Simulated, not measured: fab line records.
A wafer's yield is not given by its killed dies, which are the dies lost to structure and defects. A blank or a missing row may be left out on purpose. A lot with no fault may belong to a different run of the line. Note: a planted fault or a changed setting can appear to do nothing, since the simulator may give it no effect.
Chamber matching	flow sky130	SKY_CONTACT_CMP_27 on cmp-01: 4 sister chambers
The step polishes, stops on SiO2, t overpolish 15 s, target thk 0 nm. 4 wafers are shown with their chamber, then 7 later ones without.

EACH WAFER AND ITS CHAMBER
wafer	chamber	motor current A (A)
L210.2	0	10.3
L219.1	2	12.8
L225.1	1	12.3
L225.2	3	11.1

WAFERS MISSING THEIR CHAMBER
wafer	motor current A (A)
L225.6	11.0
L229.2	10.1
L229.4	11.5
L229.6	11.7
L230.3	9.8
L230.4	12.5
L230.5	10.0

THE CHAMBER EACH PASSED THROUGH
wafer	from the rows above	in truth
L225.6	can't be placed: 3 or 0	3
L229.2	0	0
L229.4	can't be placed: 3 or 1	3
L229.6	can't be placed: 3 or 1 or 2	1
L230.3	0	0
L230.4	can't be placed: 1 or 2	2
L230.5	0	0
Placed correctly: 3 of 7. Can't be placed from these rows: 4 (the true chamber is among the candidates in 4). Placed wrongly: 0.
How it was worked out, from the rows above alone: a wafer's distance from a chamber is the root of the sum, over the readings, of the square of ((its reading less the chamber's mean) divided by the reading's scatter). The wafer belongs to the nearest chamber; if the next one is less than 2 further off, it can't be placed. For every chamber, the mean is computed from those of its wafers that are shown. The scatter (one wafer shown for each chamber): square how far every hidden wafer sits from the nearest shown wafer, average those squares and take the square root.
